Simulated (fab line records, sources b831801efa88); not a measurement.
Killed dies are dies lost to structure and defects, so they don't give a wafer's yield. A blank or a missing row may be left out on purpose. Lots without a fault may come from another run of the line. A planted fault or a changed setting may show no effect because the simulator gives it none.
Chamber matching | flow gf180mcu | GF_V4_CMP_26 on cmp-01: 4 sister chambers
The step polishes, stops on SiO2, t overpolish 15 s, target thk 0 nm. 8 wafers are shown with their chamber, then 11 later ones without.

WAFERS WITH THEIR CHAMBER
wafer  | chamber | motor_current_A (A) | head_pressure_psi (psi)
L074.3 | 2       | 9.8                 | 3.485
L074.6 | 2       | 10.1                | 3.484
L083.1 | 3       | 10.8                | 3.509
L081.1 | 3       | 10.5                | 3.491
L081.5 | 1       | 10.0                | 3.500
L084.1 | 1       | 9.5                 | 3.507
L084.5 | 0       | 9.4                 | 3.499
L086.1 | 0       | 9.7                 | 3.500

WAFERS WITHOUT THEIR CHAMBER
wafer  | motor_current_A (A) | head_pressure_psi (psi)
L086.3 | 10.3                | 3.498
L086.4 | 9.4                 | 3.509
L087.2 | 9.3                 | 3.493
L087.3 | 9.6                 | 3.499
L087.5 | 11.2                | 3.506
L089.3 | 10.4                | 3.502
L089.5 | 9.5                 | 3.490
L089.6 | 10.0                | 3.488
L092.1 | 9.5                 | 3.505
L092.3 | 9.5                 | 3.496
L092.5 | 9.7                 | 3.498

WHICH CHAMBER EACH WENT THROUGH
wafer  | from the rows above               | in truth
L086.3 | can't be placed: 3 or 1 or 2 or 0 | 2
L086.4 | can't be placed: 0 or 1           | 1
L087.2 | can't be placed: 0 or 1 or 2      | 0
L087.3 | can't be placed: 0 or 1           | 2
L087.5 | 3                                 | 3
L089.3 | can't be placed: 3 or 1           | 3
L089.5 | can't be placed: 0 or 2 or 1      | 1
L089.6 | can't be placed: 2 or 0 or 1      | 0
L092.1 | can't be placed: 0 or 1           | 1
L092.3 | can't be placed: 0 or 1 or 2      | 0
L092.5 | can't be placed: 0 or 1 or 2      | 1
Placed correctly: 1 of 11. Can't be placed from these rows: 10 (the true chamber is among the candidates in 9). Placed wrongly: 0.
How it was worked out, from the rows above alone: a wafer's distance from a chamber is the root of the sum, over the readings, of the square of ((its reading less the chamber's mean) divided by the reading's scatter). The wafer belongs to the nearest chamber; if the next one is less than 2 further off, it can't be placed. A chamber's mean is the mean of its shown wafers. The scatter: the root of (the sum of the squares of (reading less its chamber's mean) over the shown wafers, divided by (wafers less chambers)).
